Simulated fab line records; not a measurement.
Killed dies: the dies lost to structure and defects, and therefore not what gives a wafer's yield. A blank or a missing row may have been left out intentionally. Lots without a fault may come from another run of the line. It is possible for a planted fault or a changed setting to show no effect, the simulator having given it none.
Comparing a struck lot with a sound one || flow sky130 || 16 out of 708 route steps
Sound: these wafers, L687.1, L687.4, L687.5. Wafers L701.2, L701.4, L701.5 were the ones struck. At the end, the cause is stated.
For every step that has rows: the tool of each side, followed by ch and its chambers, followed by its first start. Under that, the readings that differ: sound wafers || struck wafers || difference of the means || sigmas: that difference in standard deviations of wafers without a fault.
alike: words and numbers the same on both sides, and readings whose means are apart by under 2 such deviations; not compared: readings that were withheld, readings missing a value for some wafer, numbers with overlapping values and no deviation given by the record, and bounds like >300 which may hide the same value.
The two part at a step that has a row with sigmas, a row that says differs or no value, or rows on one side only. Numbers that don't overlap but have no deviation are shown without sigmas and don't part them. A reading that every wafer of one side lacks parts them only if that side has two wafers or more.

first, 8 steps without rows for these wafers: SKY_METAL2_DEHYDRATE_07 (time 60 s); SKY_METAL2_HMDS_08 (prime time 60 s); SKY_METAL2_COAT_09 (resist thk 60 nm); SKY_METAL2_COAT_10 (resist thk 450 nm); SKY_METAL2_SOFTBAKE_11 (time 90 s); SKY_METAL2_EXPOSE_12 (exposes mask MM2, target cd 140 nm); SKY_METAL2_PEB_13; SKY_METAL2_DEVELOP_14 (develop time 60 s).
SKY_METAL2_CD_MEAS_15: target cd 140 nm.
  struck on cd-sem-01, day 40 18:59; sound on cd-sem-01, day 35 20:00
  alike: cd-nm
SKY_METAL2_OVL_MEAS_16:
  struck on overlay-01, day 40 19:06; sound on overlay-01, day 35 20:07
  alike: METAL2_OVL
SKY_METAL2_DESCUM_17: chemistry O2, time 8 s.
  sound on rie-metal-04 ch 0,1, day 35 20:10; struck on rie-metal-04 ch 0,1, day 40 19:08
  alike: drypump-motor-current-A, oes-product-au
  not compared: rf-hours-counter-h
SKY_METAL2_ETCH_18: etches BARC in N2/H2, stops on SiO2, time 45.9 s, target depth 60 nm.
  sound on rie-metal-04 ch 0,1, day 35 20:11; struck on rie-metal-04 ch 0,1, day 40 19:10
{"reading": "oes-product-au (a.u.)", "sound": "0.846 0.855 0.850", "struck": "0.867 0.863 0.859", "difference": "+0.013", "sigmas": "+3"}
  alike: drypump-motor-current-A, rf-fwd-power-W, throttle-valve-pct
  not compared: rf-hours-counter-h
SKY_METAL2_METAL_ETCH_19: etches the open film in Cl2/BCl3, stops on SiO2, target depth 360 nm, time 78 s.
  sound on rie-metal-04 ch 0,1, day 35 20:15; struck on rie-metal-04 ch 0,1, day 40 19:13
{"reading": "rf-fwd-power-W (W)", "sound": "892 893 895", "struck": "752 747 753", "difference": -143, "sigmas": -43}
{"reading": "model.KrF-thick_of_METAL2_COAT_10.thk-nm (nm)", "sound": "152.7 154.1 154.9", "struck": "191.3 188 192.3", "difference": "+36.6", "sigmas": ""}
{"reading": "model.METAL2.cd-nm (nm)", "sound": "137 137.6 138.2", "struck": "144.7 144.8 144.4", "difference": "+7.0", "sigmas": ""}
  alike: drypump-motor-current-A, oes-product-au, throttle-valve-pct
  not compared: rf-hours-counter-h
SKY_METAL2_STRIP_20: strips in O2/N2.
  sound on plasma-asher-01 ch 0, day 35 20:20; struck on plasma-asher-02 ch 1, day 40 19:19
{"reading": "oes-product-au (a.u.)", "sound": "0.335 0.346 0.340", "struck": "0.362 0.350 0.356", "difference": "+0.016", "sigmas": "+3"}
{"reading": "strip-time-to-endpoint-s (s)", "sound": "2.622 2.630 2.648", "struck": "3.044 3.033 3.062", "difference": "+0.413", "sigmas": "+16"}
  alike: drypump-motor-current-A
  not compared: rf-hours-counter-h
then, 1 step without rows for these wafers: SKY_METAL2_STRIP_21 (strips in post etch residue remover, time 1200 s).
-- the record jumps here: 9 days lie between the struck wafers' starts before and after (it left off in module METAL2 and takes up again in module PAD_OPEN, whose first step shown is number 708 of the route) --
SKY_PAD_OPEN_PROBE_99:
  the record has rows for the struck wafers here (prober-02, day 50 04:29) and none for the sound ones

## WHERE THEY PART
Earliest at SKY_METAL2_ETCH_18; latest, in this record, at SKY_PAD_OPEN_PROBE_99.

WHY: what the simulator had put in
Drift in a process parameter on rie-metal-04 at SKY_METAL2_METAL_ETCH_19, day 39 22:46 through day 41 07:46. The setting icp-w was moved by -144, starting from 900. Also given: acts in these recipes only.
